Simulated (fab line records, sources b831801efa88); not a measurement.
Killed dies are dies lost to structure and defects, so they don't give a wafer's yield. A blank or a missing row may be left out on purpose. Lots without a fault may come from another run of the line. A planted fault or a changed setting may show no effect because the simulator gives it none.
fab line records | flow sky130
record lots=6 wafers=18 last_day=49
route steps=708 shown LDD_P@263 LDD_HVN@267 LDD_HVP@278 LDD_LDN@289 SPACER@304 PAD_OPEN@708
lots that met no fault: from a run of the same line without faults
start_h: hours from the record's first day to the start of the lot's first wafer shown | wait_h: hours since the lot's step before | " the same as in the row above | L1.1+2: a row that stands for several wafers | - no value, or no start given | * or withheld: withheld | < > ~ a bound
route shown NAME@n: a module of which the file shows steps, and the number in the route of the first | usual: mean/standard deviation of fault-free wafers | same: alike in all rows | chamber/n: place in a boat | sites: the reading at each site | _std_site: their standard deviation | _edge_site: outer sites' mean less inner sites' | radius_mm: how far each site lies from the wafer's centre | mask NAME#n: copy n | behind: the tool/chamber that last shaped the wafer | hold: why the lot was held/for how many hours/how that ended | device: the transistor (n, p or np) that didn't switch | end of line: the same wafers' tests at the end of the route | a step without rows: its recipe alone | killed: dies lost to structure and defects at the first sort, not the wafer's yield | map: a wafer's dies, x killed, . not, _ none there
set.NAME: the setting as run; set.NAME@STEP: as run at that earlier step | model.NAME: the simulator's own value behind a step, which no gauge read
lots at some steps of the route; a table a step, a row a wafer
services: from which hour (start_h, from the record's first day; less than 0 if before it) a tool's chamber was out of use, for how many hours, and why
## steps
# step SKY_LDD_P_OVL_MEAS_08
# usual LDD_P_OVL=1.0/1.6
# columns lot.wafer tool chamber start_h wait_h LDD_P_OVL[nm]
L694.4 overlay-01 - 436.79 0.1 -0.2
L694.5 " - " " -0.7
L694.6 " - " " 1.0
L695.2 overlay-01 - 449.73 0.1 -0.5
L695.3 " - " " -1.7
L695.4 " - " " -1.4
L700.1 overlay-02 - 502.02 0.1 -0.5
L700.3 " - " " -0.7
L700.6 " - " " 0.9
L705.2 overlay-02 - 555.63 0.1 -0.8
L705.4 " - " " -0.6
L705.6 " - " " 0.5
L706.3 overlay-01 - 559.33 0.1 2.0
L706.5 " - " " 3.0
L706.6 " - " " 3.5
L711.1 overlay-01 - 610.37 0.1 2.4
L711.2 " - " " 1.8
L711.6 " - " " 3.3
# step SKY_LDD_P_IMPLANT_09
# recipe species=BF2 energy_kev=25 dose_cm2=1e+13 tilt_deg=withheld
# step SKY_LDD_P_STRIP_10
# recipe chemistry=O2/N2 power_w=1400 pressure_mtorr=1500 platen_temp_c=withheld o2_flow_sccm=3000 n2_flow_sccm=300 overash_fraction=0.5
# usual drypump_motor_current_A=5.7/0.55 o2_flow_sccm=3000/9.3 oes_product_au=0.716/0.0047 strip_time_to_endpoint_s=14.17/0.041
# columns lot.wafer tool chamber start_h wait_h drypump_motor_current_A o2_flow_sccm oes_product_au rf_hours_counter_h strip_time_to_endpoint_s
L694.4 plasma_asher-02 1 436.99 0.1 6.0 3001 0.713 - 14.21
L694.5 " 0 " " 6.3 2987 0.723 - 14.17
L694.6 " 1 " " 6.0 3002 0.712 - 14.20
L695.2 plasma_asher-03 1 449.91 0.1 6.0 3028 0.721 77 14.20
L695.3 " 0 " " 6.1 2980 0.718 - 14.19
L695.4 " 1 " " 6.0 3013 0.715 - 14.23
L700.1 plasma_asher-02 1 502.21 0.1 6.0 3007 0.719 66 14.16
L700.3 " 1 " " 6.0 3001 0.716 - 14.14
L700.6 " 0 " " 6.3 3000 0.717 - 14.14
L705.2 plasma_asher-02 0 555.81 0.1 6.4 3006 0.713 71 14.15
L705.4 " 0 " " 6.4 3014 0.723 - 14.09
L705.6 " 0 " " 6.4 3007 0.716 - 14.14
L706.3 plasma_asher-01 0 559.54 0.1 5.7 3015 0.721 - 14.12
L706.5 " 0 " " 5.7 3007 0.717 - 14.18
L706.6 " 1 " " 4.8 2998 0.726 - 14.14
L711.1 plasma_asher-03 1 610.55 0.1 6.0 3003 0.713 93 14.15
L711.2 " 0 " " 6.1 2982 0.717 93 14.12
L711.6 " 1 " " 6.0 2992 0.712 - 14.18
# step SKY_LDD_P_TW_MEAS_11
# usual LDD_P_TW=636.2/2.6
# columns lot.wafer tool chamber start_h wait_h LDD_P_TW
L694.4 film_metro-02 - 437.09 0.1 637.1
L694.5 " - " " 634.3
L694.6 " - " " 635.2
L695.2 film_metro-01 - 450.02 0.1 639.0
L695.3 " - " " 637.9
L695.4 " - " " 636.5
L700.1 film_metro-01 - 502.31 0.1 640.8
L700.3 " - " " 641.9
L700.6 " - " " 639.2
L705.2 film_metro-04 - 555.92 0.1 634.2
L705.4 " - " " 632.7
L705.6 " - " " 632.9
L706.3 film_metro-02 - 559.63 0.1 635.8
L706.5 " - " " 637.0
L706.6 " - " " 640.8
L711.1 film_metro-01 - 610.65 0.1 636.8
L711.2 " - " " 637.9
L711.6 " - " " 637.3
# step SKY_LDD_HVN_DEHYDRATE_00
# recipe temp_c=200 time_s=60
# step SKY_LDD_HVN_HMDS_01
# recipe prime_time_s=60 prime_temp_c=120
# step SKY_LDD_HVN_COAT_02
# recipe resist=NOVOLAK spin_rpm=3000 resist_thk_nm=300
# step SKY_LDD_HVN_SOFTBAKE_03
# recipe temp_c=90 time_s=60 resist=NOVOLAK
# step SKY_LDD_HVN_EXPOSE_04
# recipe mask_id=HVNTM na=0.6 source_shape=conventional sigma_outer=0.6 polarization=unpolarized target_cd_nm=700 dose_mj=127
# step SKY_LDD_HVN_PEB_05
# recipe temp_c=withheld time_s=* resist=NOVOLAK
# step SKY_LDD_HVN_DEVELOP_06
# recipe resist=NOVOLAK developer=TMAH develop_time_s=60 dev_temp_c=23
# step SKY_LDD_HVN_OVL_MEAS_07
# usual LDD_HVN_OVL=1.0/1.3
# columns lot.wafer tool chamber start_h wait_h LDD_HVN_OVL[nm]
L694.4 overlay-01 - 467.62 0.1 -1.0
L694.5 " - " " -1.8
L694.6 " - " " -0.9
L695.2 overlay-01 - 481.26 0.1 2.1
L695.3 " - " " 0.5
L695.4 " - " " 1.9
L700.1 overlay-02 - 532.20 0.1 -0.3
L700.3 " - " " -0.2
L700.6 " - " " 1.3
L705.2 overlay-01 - 585.66 0.1 0.8
L705.4 " - " " 1.8
L705.6 " - " " 1.1
L706.3 overlay-02 - 589.36 0.1 -0.7
L706.5 " - " " 0.0
L706.6 " - " " 0.4
L711.1 overlay-02 - 639.10 0.1 2.4
L711.2 " - " " -1.1
L711.6 " - " " 1.6
# step SKY_LDD_HVN_IMPLANT_08
# recipe species=P energy_kev=60 dose_cm2=3e+13 tilt_deg=40
# usual tilt_deg=40.002/0.02
# columns lot.wafer tool chamber start_h wait_h tilt_deg
L694.4 implanter-02 0 467.71 0.1 40.008
L694.5 " 0 " " 39.999
L694.6 " 0 " " 40.000
L695.2 implanter-03 0 481.31 0.0 39.981
L695.3 " 0 " " 40.006
L695.4 " 0 " " 39.995
L700.1 implanter-03 0 532.24 0.0 39.986
L700.3 " 0 " " 40.012
L700.6 " 0 " " 40.009
L705.2 implanter-03 0 585.71 0.0 40.000
L705.4 " 0 " " 40.016
L705.6 " 0 " " 40.012
L706.3 implanter-03 0 589.44 0.1 40.011
L706.5 " 0 " " 40.019
L706.6 " 0 " " 39.970
L711.1 implanter-02 0 639.14 0.0 39.998
L711.2 " 0 " " 39.977
L711.6 " 0 " " 40.006
# step SKY_LDD_HVN_STRIP_09
# recipe chemistry=O2/N2 power_w=1400 pressure_mtorr=1500 platen_temp_c=withheld o2_flow_sccm=3000 n2_flow_sccm=300 overash_fraction=0.5
# usual drypump_motor_current_A=6.2/0.34 o2_flow_sccm=2999/8.9 oes_product_au=0.408/0.0044 strip_time_to_endpoint_s=4.138/0.013
# columns lot.wafer tool chamber start_h wait_h drypump_motor_current_A o2_flow_sccm oes_product_au rf_hours_counter_h strip_time_to_endpoint_s
L694.4 plasma_asher-02 1 467.82 0.1 6.1 2986 0.408 - 4.140
L694.5 " 0 " " 6.4 2987 0.406 - 4.150
L694.6 " 1 " " 6.0 2993 0.404 - 4.140
L695.2 plasma_asher-02 1 481.44 0.1 6.0 3002 0.411 64 4.148
L695.3 " 1 " " 6.0 3003 0.410 - 4.139
L695.4 " 0 " " 6.3 2994 0.407 - 4.128
L700.1 plasma_asher-04 0 532.39 0.1 6.8 2994 0.405 10 4.130
L700.3 " 1 " " 5.8 2990 0.418 - 4.152
L700.6 " 1 " " 5.8 2990 0.413 - 4.159
L705.2 plasma_asher-04 0 585.84 0.1 6.9 3016 0.410 16 4.136
L705.4 " 1 " " 5.8 3007 0.408 - 4.146
L705.6 " 1 " " 5.8 3009 0.410 - 4.149
L706.3 plasma_asher-03 0 589.57 0.1 6.1 3011 0.405 - 4.145
L706.5 " 0 " " 6.1 2996 0.400 - 4.138
L706.6 " 1 " " 6.0 2997 0.401 - 4.161
L711.1 plasma_asher-02 0 639.29 0.1 6.3 2985 0.415 79 4.148
L711.2 " 1 " " 6.0 3005 0.420 79 4.157
L711.6 " 0 " " 6.4 3000 0.411 - 4.151
# step SKY_LDD_HVN_TW_MEAS_10
# usual LDD_HVN_TW=1440/7.8
# columns lot.wafer tool chamber start_h wait_h LDD_HVN_TW
L694.4 film_metro-01 - 467.92 0.1 1443
L694.5 " - " " 1429
L694.6 " - " " 1437
L695.2 film_metro-01 - 481.55 0.1 1450
L695.3 " - " " 1449
L695.4 " - " " 1444
L700.1 film_metro-01 - 532.49 0.1 1452
L700.3 " - " " 1444
L700.6 " - " " 1441
L705.2 film_metro-04 - 585.95 0.1 1426
L705.4 " - " " 1430
L705.6 " - " " 1426
L706.3 film_metro-04 - 589.66 0.1 1431
L706.5 " - " " 1435
L706.6 " - " " 1432
L711.1 film_metro-01 - 639.39 0.1 1454
L711.2 " - " " 1449
L711.6 " - " " 1451
# step SKY_LDD_HVP_DEHYDRATE_00
# recipe temp_c=200 time_s=60
# step SKY_LDD_HVP_HMDS_01
# recipe prime_time_s=60 prime_temp_c=120
# step SKY_LDD_HVP_COAT_02
# recipe resist=NOVOLAK spin_rpm=3000 resist_thk_nm=300
# step SKY_LDD_HVP_SOFTBAKE_03
# recipe temp_c=90 time_s=60 resist=NOVOLAK
# step SKY_LDD_HVP_EXPOSE_04
# recipe mask_id=HVPTM na=0.6 source_shape=conventional sigma_outer=0.6 polarization=unpolarized target_cd_nm=700 dose_mj=86
# step SKY_LDD_HVP_PEB_05
# recipe temp_c=withheld time_s=* resist=NOVOLAK
# step SKY_LDD_HVP_DEVELOP_06
# recipe resist=NOVOLAK developer=TMAH develop_time_s=60 dev_temp_c=23
# step SKY_LDD_HVP_OVL_MEAS_07
# usual LDD_HVP_OVL=1.0/1.4
# columns lot.wafer tool chamber start_h wait_h LDD_HVP_OVL[nm]
L694.4 overlay-01 - 499.17 0.1 0.4
L694.5 " - " " 0.5
L694.6 " - " " -0.7
L695.2 overlay-01 - 512.16 0.1 2.0
L695.3 " - " " 1.0
L695.4 " - " " 1.6
L700.1 overlay-01 - 561.96 0.1 -0.9
L700.3 " - " " 0.2
L700.6 " - " " -0.8
L705.2 overlay-01 - 614.91 0.1 1.5
L705.4 " - " " 0.3
L705.6 " - " " 0.1
L706.3 overlay-01 - 618.66 0.1 -0.9
L706.5 " - " " 1.0
L706.6 " - " " 1.2
L711.1 overlay-02 - 667.30 0.1 1.8
L711.2 " - " " 1.0
L711.6 " - " " 0.9
# step SKY_LDD_HVP_IMPLANT_08
# recipe species=B energy_kev=20 dose_cm2=1.7e+13 tilt_deg=17.9
# step SKY_LDD_HVP_STRIP_09
# recipe chemistry=O2/N2 power_w=1400 pressure_mtorr=1500 platen_temp_c=withheld o2_flow_sccm=3000 n2_flow_sccm=300 overash_fraction=0.5
# usual drypump_motor_current_A=6.0/0.61 o2_flow_sccm=3000/7.9 oes_product_au=0.408/0.0045 strip_time_to_endpoint_s=4.134/0.013
# columns lot.wafer tool chamber start_h wait_h drypump_motor_current_A o2_flow_sccm oes_product_au rf_hours_counter_h strip_time_to_endpoint_s
L694.4 plasma_asher-01 0 499.37 0.1 5.7 2996 0.415 - 4.135
L694.5 " 1 " " 4.8 3010 0.412 - 4.130
L694.6 " 0 " " 5.8 3000 0.403 - 4.124
L695.2 plasma_asher-04 1 512.34 0.1 5.8 3002 0.405 8 4.146
L695.3 " 0 " " 6.8 3017 0.404 - 4.140
L695.4 " 1 " " 5.8 3005 0.403 - 4.150
L700.1 plasma_asher-02 1 562.14 0.1 6.0 2991 0.421 71 4.136
L700.3 " 0 " " 6.3 2994 0.409 - 4.143
L700.6 " 0 " " 6.3 2996 0.413 - 4.130
L705.2 plasma_asher-04 1 615.09 0.1 5.8 2990 0.405 19 4.158
L705.4 " 0 " " 6.8 2995 0.411 - 4.116
L705.6 " 1 " " 5.8 2993 0.410 - 4.137
L706.3 plasma_asher-01 1 618.99 0.1 4.8 3003 0.411 - 4.104
L706.5 " 1 " " 4.8 2988 0.401 - 4.123
L706.6 " 0 " " 5.7 2988 0.402 - 4.134
L711.1 plasma_asher-04 1 667.49 0.1 5.8 2996 0.406 24 4.120
L711.2 " 0 " " 6.8 3003 0.405 24 4.143
L711.6 " 0 " " 6.8 2999 0.405 - 4.128
# step SKY_LDD_HVP_TW_MEAS_10
# usual LDD_HVP_TW=457.1/2.3
# columns lot.wafer tool chamber start_h wait_h LDD_HVP_TW
L694.4 film_metro-02 - 499.47 0.1 456.7
L694.5 " - " " 455.8
L694.6 " - " " 455.7
L695.2 film_metro-03 - 512.45 0.1 456.1
L695.3 " - " " 457.7
L695.4 " - " " 458.8
L700.1 film_metro-01 - 562.24 0.1 456.1
L700.3 " - " " 457.5
L700.6 " - " " 459.5
L705.2 film_metro-01 - 615.20 0.1 457.2
L705.4 " - " " 458.3
L705.6 " - " " 457.9
L706.3 film_metro-03 - 619.07 0.1 452.2
L706.5 " - " " 450.0
L706.6 " - " " 452.7
L711.1 film_metro-01 - 667.59 0.1 460.2
L711.2 " - " " 457.6
L711.6 " - " " 458.6
# step SKY_LDD_LDN_DEHYDRATE_00
# recipe temp_c=200 time_s=60
# step SKY_LDD_LDN_HMDS_01
# recipe prime_time_s=60 prime_temp_c=120
# step SKY_LDD_LDN_COAT_02
# recipe resist=NOVOLAK spin_rpm=3000 resist_thk_nm=1140
# step SKY_LDD_LDN_SOFTBAKE_03
# recipe temp_c=90 time_s=60 resist=NOVOLAK
# step SKY_LDD_LDN_EXPOSE_04
# recipe mask_id=LDNTM na=0.6 source_shape=conventional sigma_outer=0.6 polarization=unpolarized target_cd_nm=700 dose_mj=140
# step SKY_LDD_LDN_PEB_05
# recipe temp_c=withheld time_s=* resist=NOVOLAK
# step SKY_LDD_LDN_DEVELOP_06
# recipe resist=NOVOLAK developer=TMAH develop_time_s=60 dev_temp_c=23
# step SKY_LDD_LDN_OVL_MEAS_07
# usual LDD_LDN_OVL=0.7/1.3
# columns lot.wafer tool chamber start_h wait_h LDD_LDN_OVL[nm]
L694.4 overlay-02 - 530.12 0.1 -1.2
L694.5 " - " " -0.6
L694.6 " - " " -0.9
L695.2 overlay-02 - 542.11 0.1 1.9
L695.3 " - " " 2.2
L695.4 " - " " 3.8
L700.1 overlay-02 - 591.45 0.1 3.4
L700.3 " - " " 3.4
L700.6 " - " " 2.5
L705.2 overlay-02 - 643.81 0.1 -1.1
L705.4 " - " " -0.8
L705.6 " - " " -0.9
L706.3 overlay-02 - 647.62 0.1 0.1
L706.5 " - " " -0.3
L706.6 " - " " -0.5
L711.1 overlay-02 - 695.60 0.1 0.5
L711.2 " - " " 0.4
L711.6 " - " " 0.6
# step SKY_LDD_LDN_IMPLANT_08
# recipe species=As energy_kev=15 dose_cm2=1.25e+13 tilt_deg=withheld rotation_deg=23
# step SKY_LDD_LDN_IMPLANT_09
# recipe species=As energy_kev=15 dose_cm2=1.25e+13 tilt_deg=withheld rotation_deg=113
# step SKY_LDD_LDN_IMPLANT_10
# recipe species=As energy_kev=15 dose_cm2=1.25e+13 tilt_deg=withheld rotation_deg=203
# step SKY_LDD_LDN_IMPLANT_11
# recipe species=As energy_kev=15 dose_cm2=1.25e+13 tilt_deg=withheld rotation_deg=293
# step SKY_LDD_LDN_STRIP_12
# recipe chemistry=O2/N2 power_w=1400 pressure_mtorr=1500 platen_temp_c=withheld o2_flow_sccm=3000 n2_flow_sccm=300 overash_fraction=0.5
# usual drypump_motor_current_A=5.8/0.61 o2_flow_sccm=3000/9.2 oes_product_au=0.716/0.0043 strip_time_to_endpoint_s=14.17/0.035
# columns lot.wafer tool chamber start_h wait_h drypump_motor_current_A o2_flow_sccm oes_product_au rf_hours_counter_h strip_time_to_endpoint_s
L694.4 plasma_asher-04 1 530.77 0.1 5.8 2986 0.713 - 14.17
L694.5 " 0 " " 6.8 2990 0.715 - 14.19
L694.6 " 1 " " 5.8 2998 0.714 - 14.13
L695.2 plasma_asher-03 0 542.74 0.1 6.1 2988 0.720 87 14.22
L695.3 " 0 " " 6.1 2989 0.716 - 14.20
L695.4 " 1 " " 6.0 2991 0.720 - 14.22
L700.1 plasma_asher-03 0 592.09 0.1 6.1 3011 0.722 92 14.17
L700.3 " 1 " " 6.0 2998 0.717 - 14.20
L700.6 " 1 " " 6.0 3004 0.717 - 14.23
L705.2 plasma_asher-04 0 644.44 0.1 6.8 2996 0.714 22 14.13
L705.4 " 1 " " 5.8 3009 0.715 - 14.17
L705.6 " 1 " " 5.8 3020 0.708 - 14.11
L706.3 plasma_asher-01 0 648.28 0.1 5.7 2995 0.716 - 14.14
L706.5 " 0 " " 5.8 3014 0.715 - 14.11
L706.6 " 1 " " 4.8 3006 0.714 - 14.09
L711.1 plasma_asher-01 0 696.24 0.1 5.8 2991 0.722 57 14.17
L711.2 " 1 " " 4.8 3000 0.710 57 14.19
L711.6 " 0 " " 5.8 3004 0.712 - 14.24
# step SKY_LDD_LDN_TW_MEAS_13
# usual LDD_LDN_TW=1483/7.5
# columns lot.wafer tool chamber start_h wait_h LDD_LDN_TW
L694.4 film_metro-03 - 530.86 0.1 1491
L694.5 " - " " 1491
L694.6 " - " " 1486
L695.2 film_metro-02 - 542.85 0.1 1489
L695.3 " - " " 1498
L695.4 " - " " 1497
L700.1 film_metro-04 - 592.19 0.1 1487
L700.3 " - " " 1478
L700.6 " - " " 1479
L705.2 film_metro-03 - 644.55 0.1 1493
L705.4 " - " " 1492
L705.6 " - " " 1495
L706.3 film_metro-02 - 648.36 0.1 1478
L706.5 " - " " 1484
L706.6 " - " " 1479
L711.1 film_metro-02 - 696.34 0.1 1490
L711.2 " - " " 1475
L711.6 " - " " 1479
# step SKY_LDD_LDN_CLEAN_14
# recipe chemistry=SC1/SC2 mix=1:4:20 temp_c=70 time_s=150 dry=n2_spin
# step SKY_SPACER_CVD_00
# recipe material=Si3N4 precursor=DCS/NH3 target_thk_nm=43.1 temp_c=770 time_s=740 pressure_mtorr=250
# step SKY_PAD_OPEN_PROBE_99
# usual killed_at_M0_to_M3=43/6.7 killed_at_M4_up=3.2/1.8 killed_at_contacts=25/5.2 killed_at_front_end=15/4.4 killed_at_other=0.2/0.4 killed_dies=87/9.3 killed_open=48/7.1 killed_short=39/6
# same gross_dies=492 killed_at_back_side=0
# columns lot.wafer tool chamber start_h wait_h killed_at_M0_to_M3 killed_at_M4_up killed_at_contacts killed_at_front_end killed_at_other killed_dies killed_open killed_short model.etest.tip_n_5v.rs_ohm_sq_range
L694.4 prober-02 - 1080.96 0.2 49 1 23 15 0 88 46 42 30.91
L694.5 prober-02 - 1081.01 0.2 46 4 22 19 1 92 53 39 22.15
L694.6 prober-02 - 1081.06 0.2 35 2 28 16 1 82 48 34 21.18
L695.2 prober-01 - 1084.18 0.1 48 5 33 11 0 97 52 45 31.33
L695.3 prober-01 - 1084.23 0.2 51 3 16 17 0 87 37 50 45.93
L695.4 prober-01 - 1084.28 0.2 39 3 31 11 0 84 44 40 16.09
L700.1 prober-01 - 1120.18 0.1 43 4 20 12 0 79 52 27 35.61
L700.3 prober-01 - 1120.28 0.2 44 0 28 14 0 86 44 42 28.08
L700.6 prober-01 - 1120.43 0.2 42 2 21 23 0 88 43 45 31.77
L705.2 prober-02 - 1155.41 0.1 54 1 30 13 0 98 58 40 122.5
L705.4 prober-02 - 1155.51 0.2 46 4 17 15 0 82 36 46 97.68
L705.6 prober-02 - 1155.61 0.2 42 1 22 18 0 83 41 42 105.5
L706.3 prober-01 - 1158.55 0.2 48 1 22 16 0 87 45 42 124.7
L706.5 prober-01 - 1158.65 0.2 41 4 31 16 0 92 51 41 109.1
L706.6 prober-01 - 1158.70 0.2 43 0 30 22 0 95 52 43 114.8
L711.1 prober-01 - 1185.30 0.1 36 4 28 18 0 86 44 42 34.19
L711.2 prober-01 - 1185.35 0.1 36 3 27 14 0 80 48 32 26.75
L711.6 prober-01 - 1185.55 0.2 51 3 30 8 0 92 52 40 24.54
# killed by level:class
L694.4 VIA1:geometric_particle:open=11 VIA1:geometric_particle:short=8 CONTACT:geometric_particle:open=7 VIA3:geometric_particle:open=7 POLY_GATE:geometric_particle:short=6 LI_CONTACT:geometric_particle:open=6 SPACER:geometric_particle:short=5 CONTACT:geometric_particle:short=5
L694.5 VIA1:geometric_particle:open=12 CONTACT:geometric_particle:open=10 VIA3:geometric_particle:open=8 METAL2:geometric_particle:short=6 LI_CONTACT:geometric_particle:open=6 VIA2:geometric_particle:open=6 FIELD_ISO:geometric_particle:short=5 METAL3:geometric_particle:short=5
L694.6 CONTACT:geometric_particle:open=15 LI_CONTACT:geometric_particle:open=9 VIA1:geometric_particle:open=7 FIELD_ISO:geometric_particle:short=6 VIA2:geometric_particle:open=5 VIA3:geometric_particle:open=5 METAL1:geometric_particle:short=4 POLY_GATE:geometric_particle:short=3
L695.2 LI_CONTACT:geometric_particle:open=12 METAL1:geometric_particle:short=11 VIA1:geometric_particle:open=10 VIA3:geometric_particle:open=9 LOCAL_INTERCONNECT:geometric_particle:short=6 CONTACT:geometric_particle:short=6 VIA2:geometric_particle:open=5 METAL2:geometric_particle:short=5
L695.3 VIA1:geometric_particle:short=8 VIA3:geometric_particle:open=7 METAL1:geometric_particle:short=7 POLY_GATE:geometric_particle:short=6 LOCAL_INTERCONNECT:geometric_particle:short=6 VIA1:geometric_particle:open=6 CONTACT:geometric_particle:short=5 VIA3:geometric_particle:short=5
L695.4 VIA1:geometric_particle:open=10 CONTACT:geometric_particle:open=8 LI_CONTACT:geometric_particle:open=7 METAL1:geometric_particle:short=7 VIA2:geometric_particle:open=6 POLY_GATE:geometric_particle:open=5 LI_CONTACT:geometric_particle:short=5 CONTACT:geometric_particle:short=5
L700.1 VIA1:geometric_particle:open=12 VIA3:geometric_particle:open=7 CONTACT:geometric_particle:open=7 LI_CONTACT:geometric_particle:open=5 VIA2:geometric_particle:open=5 FIELD_ISO:geometric_particle:open=4 CONTACT:geometric_particle:short=4 VIA1:geometric_particle:short=4
L700.3 LI_CONTACT:geometric_particle:open=9 METAL1:geometric_particle:short=8 METAL2:geometric_particle:short=7 CONTACT:geometric_particle:short=7 CONTACT:geometric_particle:open=7 VIA3:geometric_particle:open=7 VIA2:geometric_particle:open=6 FIELD_ISO:geometric_particle:short=5
L700.6 FIELD_ISO:geometric_particle:open=10 VIA3:geometric_particle:short=10 VIA2:geometric_particle:open=7 CONTACT:geometric_particle:open=7 LI_CONTACT:geometric_particle:open=6 VIA2:geometric_particle:short=6 FIELD_ISO:geometric_particle:short=5 LOCAL_INTERCONNECT:geometric_particle:short=5
L705.2 CONTACT:geometric_particle:open=16 VIA1:geometric_particle:open=12 VIA2:geometric_particle:open=9 VIA1:geometric_particle:short=7 VIA3:geometric_particle:open=7 METAL2:geometric_particle:short=6 METAL1:geometric_particle:short=5 POLY_GATE:geometric_particle:open=4
L705.4 METAL1:geometric_particle:short=11 VIA1:geometric_particle:open=9 CONTACT:geometric_particle:short=7 METAL2:geometric_particle:short=7 POLY_GATE:geometric_particle:open=6 LOCAL_INTERCONNECT:geometric_particle:short=5 VIA3:geometric_particle:open=5 VIA1:geometric_particle:short=4
L705.6 VIA1:geometric_particle:open=12 CONTACT:geometric_particle:open=9 VIA1:geometric_particle:short=9 FIELD_ISO:geometric_particle:short=6 METAL2:geometric_particle:short=6 FIELD_ISO:geometric_particle:open=4 POLY_GATE:geometric_particle:short=4 LI_CONTACT:geometric_particle:open=4
L706.3 VIA1:geometric_particle:open=12 FIELD_ISO:geometric_particle:short=8 LI_CONTACT:geometric_particle:open=8 VIA3:geometric_particle:open=6 VIA2:geometric_particle:open=6 METAL1:geometric_particle:short=6 VIA1:geometric_particle:short=6 LI_CONTACT:geometric_particle:short=4
L706.5 CONTACT:geometric_particle:open=14 VIA1:geometric_particle:open=9 CONTACT:geometric_particle:short=6 VIA3:geometric_particle:open=6 LI_CONTACT:geometric_particle:open=5 VIA1:geometric_particle:short=5 METAL2:geometric_particle:short=5 FIELD_ISO:geometric_particle:open=4
L706.6 VIA1:geometric_particle:open=13 LI_CONTACT:geometric_particle:open=8 FIELD_ISO:geometric_particle:short=7 FIELD_ISO:geometric_particle:open=6 LOCAL_INTERCONNECT:geometric_particle:short=6 CONTACT:geometric_particle:open=6 METAL2:geometric_particle:short=6 LI_CONTACT:geometric_particle:short=5
L711.1 CONTACT:geometric_particle:open=9 FIELD_ISO:geometric_particle:short=8 VIA1:geometric_particle:open=8 CONTACT:geometric_particle:short=7 VIA2:geometric_particle:open=7 LI_CONTACT:geometric_particle:open=5 METAL1:geometric_particle:short=5 FIELD_ISO:geometric_particle:open=4
L711.2 VIA1:geometric_particle:open=13 CONTACT:geometric_particle:open=12 LI_CONTACT:geometric_particle:open=8 CONTACT:geometric_particle:short=5 VIA3:geometric_particle:open=5 FIELD_ISO:geometric_particle:short=4 VIA3:geometric_particle:short=4 VIA2:geometric_particle:open=4
L711.6 VIA1:geometric_particle:open=13 CONTACT:geometric_particle:open=12 VIA2:geometric_particle:open=8 LI_CONTACT:geometric_particle:open=7 METAL1:geometric_particle:short=6 LI_CONTACT:geometric_particle:short=5 CONTACT:geometric_particle:short=5 VIA1:geometric_particle:short=5
## services
# columns tool chamber start_h hours kind
plasma_asher-04 - 421.25 9.0 pm
plasma_asher-04 0 421.25 9.0 vent_cycle
plasma_asher-04 1 421.25 9.0 vent_cycle
plasma_asher-04 - 425.74 2.7 repair
plasma_asher-04 0 430.25 - clean
plasma_asher-04 1 430.25 - clean
implanter-03 - 488.34 6.5 pm
plasma_asher-02 - 503.19 5.4 repair
implanter-03 - 571.60 5.9 repair
plasma_asher-01 - 596.70 0.6 repair
plasma_asher-03 - 600.70 3.1 repair
implanter-02 - 616.72 3.9 pm
plasma_asher-01 - 623.35 2.8 pm
plasma_asher-01 - 626.14 0.9 repair
implanter-02 - 631.39 1.4 repair
plasma_asher-01 - 642.90 2.5 repair
plasma_asher-03 - 645.60 4.1 pm
plasma_asher-02 - 648.25 0.5 repair
implanter-02 - 658.15 3.5 repair
plasma_asher-04 - 665.30 2.0 repair
plasma_asher-01 - 680.19 1.2 repair
plasma_asher-02 - 689.66 0.4 repair
implanter-03 - 689.87 10.2 repair
## key
first_sign none at tools or gauges
model_effect step=SKY_PAD_OPEN_PROBE_99 value=etest.tip_n_5v.rs_ohm_sq_range without=28.59 struck=112.4
met_at SKY_LDD_HVN_IMPLANT_08
struck_wafers L705.2,L705.4,L705.6,L706.3,L706.5,L706.6
tester_left_out L705,L706
onset_between 532.24 585.71
fault kind=process_parameter_drift tool=implanter-03 chamber=- onset_h=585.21 steps=SKY_LDD_HVN_IMPLANT_08 channel=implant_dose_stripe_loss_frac offset=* shape=step end_h=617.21
# tester_left_out: of these lots the tester's yield and bins aren't shown, on N5 and GAA mostly nor the transistor test; their killed dies are dies lost to structure and defects alone, not to doping, threshold or leakage, so they don't give the yield
